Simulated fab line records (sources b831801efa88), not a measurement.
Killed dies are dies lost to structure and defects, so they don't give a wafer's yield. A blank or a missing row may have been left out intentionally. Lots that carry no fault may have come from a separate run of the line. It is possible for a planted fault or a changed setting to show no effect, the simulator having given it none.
fab line records	flow gf180mcu
record: lots: 14	wafers: 42	last_day: 34
route steps=602 shown SALICIDE@286 M1@317 V1@337 V2@383
lots untouched by any fault: they come from a run of this same line in which no faults occurred
start_h: hours from the record's opening day to when the first of the lot's shown wafers began	wait_h: hours from the lot's prior step to this one	" same as the row above	L1.1+2: one row covering several wafers at once	- no value, or no start was given	* or withheld: withheld	< > ~ a bound
route shown NAME@n: a module of which the file shows steps, and the number in the route of the first	usual: mean/standard deviation taken from wafers without a fault	same: alike in all rows	chamber/n: place in a boat	sites: the reading at each site	_std_site: the standard deviation of these	_edge_site: inner sites' mean taken away from outer sites' mean	radius_mm: how far each site lies from the wafer's centre	mask NAME#n: copy n	behind: the tool/chamber that last shaped the wafer	hold: the reason the lot was held/the length of the hold in hours/how it ended	device: which transistor (n, p or np) failed to switch	end of line: at the end of the route, the tests of the same wafers	a step with no rows: only its recipe	killed: at the first sort, the dies lost to defects and structure; wafer yield is something else	map: the dies of a wafer, with x for killed, . for not killed, _ for no die there
set.NAME: setting as actually run; set.NAME@STEP: the setting as run at that earlier step	model.NAME: the simulator's own value behind a step, which no gauge read
one table for each step of the route and one row for each wafer, over a sample of lots
services: a tool's chamber out of use, with start hour (start_h, from the record's first day; less than 0 if before it), hours out, and reason
== steps ==
step: GF_SALICIDE_RTA_08
recipe: temp_c: 800	time_s: 30	ambient: N2
usual: lamp_power_pct: 18.1/0.66	run_length_s: 58.8/0.45	wafer_temp_C_max: 805.1/2
lot.wafer	tool	chamber	start_h	wait_h	lamp_power_pct	run_length_s	wafer_temp_C_max
L999.2	rtp_anneal-01	0	360.27	0.0	17.4	59.2	804.2
L999.3	"	0	"	"	17.4	59.3	803.9
L999.5	"	0	"	"	17.4	59.1	802.4
L998.2	rtp_anneal-02	0	363.46	0.0	18.7	58.5	806.8
L998.3	"	0	"	"	18.7	58.3	806.6
L998.5	"	0	"	"	18.7	58.6	805.4
L100.1	rtp_anneal-01	0	376.74	0.0	17.4	59.3	802.1
L100.2	"	0	"	"	17.3	59.4	803.7
L100.5	"	0	"	"	17.4	59.2	802.4
L102.4	rtp_anneal-01	0	394.28	0.1	17.4	59.5	803.0
L102.5	"	0	"	"	17.4	59.1	802.5
L102.6	"	0	"	"	17.3	59.2	801.8
L103.1	rtp_anneal-02	0	399.23	0.0	18.7	58.8	805.1
L103.2	"	0	"	"	18.7	58.4	807.5
L103.3	"	0	"	"	18.7	58.5	806.3
L104.2	rtp_anneal-02	0	416.08	0.0	18.7	58.5	807.4
L104.3	"	0	"	"	18.7	58.3	805.1
L104.6	"	0	"	"	18.7	58.9	807.3
L105.4	rtp_anneal-02	0	423.72	0.1	18.7	58.6	806.7
L105.5	"	0	"	"	18.7	58.3	805.3
L105.6	"	0	"	"	18.7	58.2	805.9
L106.1	rtp_anneal-02	0	428.02	0.0	18.7	95.0	806.2
L106.4	"	0	"	"	18.7	95.4	805.4
L106.5	"	0	"	"	18.7	95.5	805.7
L107.1	rtp_anneal-02	0	439.98	0.0	18.7	95.1	805.6
L107.4	"	0	"	"	18.7	95.2	806.2
L107.6	"	0	"	"	18.7	95.2	806.2
L108.1	rtp_anneal-01	0	449.13	0.0	17.4	59.6	803.8
L108.2	"	0	"	"	17.3	59.6	802.6
L108.3	"	0	"	"	17.4	59.3	802.4
L109.3	rtp_anneal-01	0	461.52	0.0	17.4	59.4	802.8
L109.5	"	0	"	"	17.3	59.1	802.6
L109.6	"	0	"	"	17.4	59.2	803.4
L116.1	rtp_anneal-02	0	520.96	0.0	18.7	58.4	806.3
L116.3	"	0	"	"	18.7	58.5	807.0
L116.5	"	0	"	"	18.7	58.3	808.1
L118.1	rtp_anneal-02	0	532.52	0.0	18.7	58.3	806.3
L118.3	"	0	"	"	18.7	58.5	804.5
L118.5	"	0	"	"	18.7	58.6	805.4
L119.2	rtp_anneal-02	0	541.10	0.0	18.7	58.4	807.9
L119.3	"	0	"	"	18.7	58.5	805.2
L119.5	"	0	"	"	18.7	58.3	807.3
step: GF_M1_SPUTTER_02
recipe: material: AlCu	target_thk_nm: 450	power_w: 10600	time_s: 23.9	chamber_pressure_pa: 0.4
usual: chamber_pressure_pa: 0.3998/0.00087	throttle_valve_pct: 29.6/0.93
lot.wafer	tool	chamber	start_h	wait_h	chamber_pressure_pa	throttle_valve_pct
L999.2	pvd_sputter-02	-	385.46	0.0	0.4008	31.5
L999.3	"	-	"	"	0.4017	30.7
L999.5	"	-	"	"	0.4004	31.2
L998.2	pvd_sputter-03	-	388.28	0.0	0.3993	29.7
L998.3	"	-	"	"	0.4012	30.0
L998.5	"	-	"	"	0.3994	29.9
L100.1	pvd_sputter-02	-	401.69	0.0	0.4004	30.6
L100.2	"	-	"	"	0.3986	28.4
L100.5	"	-	"	"	0.3985	28.3
L102.4	pvd_sputter-03	-	419.89	0.0	0.3996	29.9
L102.5	"	-	"	"	0.4008	28.8
L102.6	"	-	"	"	0.4006	29.6
L103.1	pvd_sputter-02	-	425.48	0.0	0.3991	29.5
L103.2	"	-	"	"	0.3995	30.4
L103.3	"	-	"	"	0.3998	28.5
L104.2	pvd_sputter-03	-	442.20	0.0	0.4004	30.0
L104.3	"	-	"	"	0.3993	29.8
L104.6	"	-	"	"	0.3993	29.6
L105.4	pvd_sputter-04	-	450.00	0.0	0.4007	29.4
L105.5	"	-	"	"	0.4005	29.6
L105.6	"	-	"	"	0.4001	29.2
L106.1	pvd_sputter-04	-	454.82	0.0	0.4008	29.5
L106.4	"	-	"	"	0.4000	29.2
L106.5	"	-	"	"	0.3993	28.9
L107.1	pvd_sputter-04	-	466.58	0.0	0.3992	28.8
L107.4	"	-	"	"	0.3994	29.3
L107.6	"	-	"	"	0.3994	27.7
L108.1	pvd_sputter-02	-	474.89	0.0	0.4000	28.6
L108.2	"	-	"	"	0.3998	29.3
L108.3	"	-	"	"	0.4002	30.5
L109.3	pvd_sputter-02	-	487.40	0.0	0.3991	28.5
L109.5	"	-	"	"	0.4005	30.8
L109.6	"	-	"	"	0.3997	31.3
L116.1	pvd_sputter-04	-	544.90	0.0	0.3981	29.5
L116.3	"	-	"	"	0.3990	29.1
L116.5	"	-	"	"	0.3996	29.4
L118.1	pvd_sputter-03	-	556.28	0.0	0.4008	29.8
L118.3	"	-	"	"	0.4010	29.9
L118.5	"	-	"	"	0.4001	30.1
L119.2	pvd_sputter-03	-	565.23	0.0	0.4004	30.0
L119.3	"	-	"	"	0.3989	28.7
L119.5	"	-	"	"	0.3981	30.1
step: GF_V1_CVD_02
recipe: material: SiO2	target_thk_nm: 850	precursor: TEOS	temp_c: 400	time_s: 94.851	rf_w: 600
usual: heater_power_w: 622/68
lot.wafer	tool	chamber	start_h	wait_h	heater_power_w	since_wet_clean_h
L999.2	pecvd-02	2	409.80	0.0	640	443
L999.3	"	0	"	"	574	443
L999.5	"	0	"	"	617	-
L998.2	pecvd-01	0	412.30	0.0	526	238
L998.3	"	1	"	"	593	238
L998.5	"	0	"	"	588	-
L100.1	pecvd-01	1	426.14	0.1	621	252
L100.2	"	2	"	"	655	252
L100.5	"	2	"	"	691	-
L102.4	pecvd-01	2	445.17	0.1	744	-
L102.5	"	1	"	"	512	-
L102.6	"	0	"	"	589	-
L103.1	pecvd-02	2	451.28	0.1	608	485
L103.2	"	0	"	"	499	485
L103.3	"	1	"	"	617	485
L104.2	pecvd-02	2	467.42	0.0	570	501
L104.3	"	0	"	"	602	501
L104.6	"	2	"	"	606	-
L105.4	pecvd-02	0	476.01	0.1	567	-
L105.5	"	2	"	"	668	-
L105.6	"	1	"	"	616	-
L106.1	pecvd-02	0	479.78	0.1	549	513
L106.4	"	0	"	"	620	-
L106.5	"	2	"	"	620	-
L107.1	pecvd-01	0	492.03	0.1	653	317
L107.4	"	2	"	"	681	-
L107.6	"	0	"	"	508	-
L108.1	pecvd-01	2	499.93	0.1	744	325
L108.2	"	0	"	"	622	325
L108.3	"	1	"	"	624	325
L109.3	pecvd-01	1	511.99	0.0	654	337
L109.5	"	0	"	"	600	-
L109.6	"	2	"	"	711	-
L116.1	pecvd-01	0	568.20	0.1	604	394
L116.3	"	1	"	"	648	394
L116.5	"	2	"	"	654	-
L118.1	pecvd-02	1	579.65	0.1	783	613
L118.3	"	0	"	"	577	613
L118.5	"	1	"	"	609	-
L119.2	pecvd-02	1	588.05	0.0	718	622
L119.3	"	0	"	"	564	622
L119.5	"	0	"	"	603	-
step: GF_V2_THK_MEAS_01
recipe: reads: SiO2_of_V2_CVD_00
usual: V2_CVD_00_THK: 598/6.9
lot.wafer	tool	chamber	start_h	wait_h	V2_CVD_00_THK[nm]
L999.2	film_metro-01	-	460.43	0.0	605
L999.3	"	-	"	"	596
L999.5	"	-	"	"	603
L998.2	film_metro-01	-	464.59	0.0	596
L998.3	"	-	"	"	610
L998.5	"	-	"	"	595
L100.1	film_metro-01	-	477.99	0.0	601
L100.2	"	-	"	"	591
L100.5	"	-	"	"	598
L102.4	film_metro-02	-	496.78	0.0	599
L102.5	"	-	"	"	595
L102.6	"	-	"	"	596
L103.1	film_metro-01	-	502.03	0.0	604
L103.2	"	-	"	"	610
L103.3	"	-	"	"	594
L104.2	film_metro-04	-	517.73	0.0	601
L104.3	"	-	"	"	599
L104.6	"	-	"	"	602
L105.4	film_metro-04	-	525.41	0.0	607
L105.5	"	-	"	"	613
L105.6	"	-	"	"	604
L106.1	film_metro-01	-	530.48	0.0	593
L106.4	"	-	"	"	592
L106.5	"	-	"	"	598
L107.1	film_metro-02	-	540.69	0.0	598
L107.4	"	-	"	"	602
L107.6	"	-	"	"	597
L108.1	film_metro-01	-	549.38	0.0	594
L108.2	"	-	"	"	590
L108.3	"	-	"	"	596
L109.3	film_metro-01	-	560.35	0.1	597
L109.5	"	-	"	"	604
L109.6	"	-	"	"	599
L116.1	film_metro-01	-	613.89	0.0	579
L116.3	"	-	"	"	588
L116.5	"	-	"	"	589
L118.1	film_metro-04	-	625.37	0.0	595
L118.3	"	-	"	"	601
L118.5	"	-	"	"	603
L119.2	film_metro-01	-	633.15	0.0	595
L119.3	"	-	"	"	588
L119.5	"	-	"	"	592
== services ==
tool	chamber	start_h	hours	kind
pvd_sputter-03	-	338.98	12.2	repair
pvd_sputter-04	-	354.12	8.8	repair
pvd_sputter-02	-	373.88	3.1	repair
pvd_sputter-02	-	373.91	8.9	repair
pvd_sputter-03	-	426.14	1.5	repair
pvd_sputter-04	-	465.46	0.9	repair
pecvd-01	-	506.33	0.8	repair
pvd_sputter-02	-	531.79	3.8	repair
pvd_sputter-04	-	531.92	3.7	repair
pecvd-01	0	541.14	4.4	repair
pecvd-02	1	547.11	-	calibration
pecvd-02	-	557.98	0.8	repair
== key ==
first_sign: step: GF_SALICIDE_RTA_08	reading: run_length_s	direction: up	sigmas: 81	usual: *	struck: *
effect none on later readings
met_at GF_SALICIDE_RTA_08
struck_lots L106,L107
tester_left_out L106,L107
not_acting_at GF_M1_SPUTTER_02,GF_V1_CVD_02,GF_V2_THK_MEAS_01
onset_between 423.72 428.02
fault: kind: process_parameter_drift	tool: rtp_anneal-02	chamber: -	onset_h: 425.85	steps: GF_SALICIDE_RTA_08	channel: time_s	offset: *	shape: step	end_h: 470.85	acts_in: *	stated: *
tester_left_out: of these lots the tester's yield and bins aren't shown, on N5 and GAA mostly nor the transistor test; their killed dies are dies lost to structure and defects alone, not to doping, threshold or leakage, so they don't give the yield
